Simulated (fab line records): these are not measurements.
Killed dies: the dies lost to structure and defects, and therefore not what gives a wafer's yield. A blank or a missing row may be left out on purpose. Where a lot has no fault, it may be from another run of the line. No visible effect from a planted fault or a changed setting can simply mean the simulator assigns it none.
2 desks looking at one fault ; flow sfqLine ; numbers are kept per desk, each desk with only its own; the story behind them comes last

FROM THE METROLOGY DESK
Lot by lot, what the gauges showed, no matter which tool ran the lot: averages of those sampled wafers that carry a number. A lot is out of limits, marked OUT, if its mean lies more than 4 standard deviations from the usual mean; the brackets give that distance.
Columns: A = M0_NB_RS at SFQ_M0_RS_MEAS_904, usual 0.889 ohm/sq; B = R5_MONX_THK at SFQ_R5_THK_MEAS_934, usual 40.0 nm
lot;first seen here;A;B
L981;day 7 23:17;0.893;40.9
L982;day 8 05:16;0.891;39.2
L984;day 9 00:25;0.887;40.7
L985;day 9 10:04;0.881;39.7
L986;day 9 18:28;0.889;40.8
L987;day 10 00:59;0.906;39.5
L990;day 10 21:13;0.890;39.3
L991;day 11 06:57;0.885;40.0
L994;day 11 22:34;0.874;39.8
L995;day 12 10:38;0.896;40.1
L996;day 12 16:34;0.804 (-9.7) OUT;40.5
L997;day 12 22:36;0.811 (-8.9) OUT;40.3
L103;day 14 17:35;0.896;39.9
L104;day 14 23:57;0.889;40.1
This desk's finding: out of limits on L996, L997; first on L996, day 12 16:34 (M0_NB_RS at SFQ_M0_RS_MEAS_904). L981, L982, L984, L985, L986, L987, L990, L991, L994, L995, L103, L104: within limits.

THE TOOL OWNER'S DESK: pvdSputter-06
The tool's own readings at SFQ_TRILAYER_M0_DEP_SPUTTER_019 (material Nb, target thk 200 nm, time 133.3 s): means of the sampled wafers that have a number, for each lot that ran on this tool. A lot is out of limits, marked OUT, if its mean lies more than 4 standard deviations from the usual mean; the brackets give that distance.
Columns: A = basePressurePa at SFQ_TRILAYER_M0_DEP_SPUTTER_019, usual 1.33e-06 Pa; B = throttleValvePct at SFQ_TRILAYER_M0_DEP_SPUTTER_019, usual 30.1 %
lot;first seen here;A;B
L981;day 7 23:08;1.31e-06;28.9
L987;day 10 00:54;1.36e-06;29.6
L990;day 10 21:07;1.28e-06;29.6
L994;day 11 22:27;1.27e-06;30.4
L995;day 12 10:32;1.25e-06;29.4
L996;day 12 16:27;1.34e-06;29.9
L997;day 12 22:27;1.38e-06;29.2
This desk's finding: nothing out of limits on any of the 7 lots.

ALL TOGETHER
The metrology desk could have raised an alarm at day 12 16:34, on L996, L997.
The tool owner's desk saw nothing out of limits.
Tool owner's desk: L996, L997 on record, inside its limits.
SFQ_TRILAYER_M0_DEP_SPUTTER_019 was run on pvdSputter-06 by each of the lots named.

WHAT THE SIMULATOR PUT IN
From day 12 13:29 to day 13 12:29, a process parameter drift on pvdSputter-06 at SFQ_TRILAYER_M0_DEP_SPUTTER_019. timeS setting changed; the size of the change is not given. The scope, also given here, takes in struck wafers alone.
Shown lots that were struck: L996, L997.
Time in hours between the start of the fault and the first out-of-limits reading at each desk: metrology desk, 3.
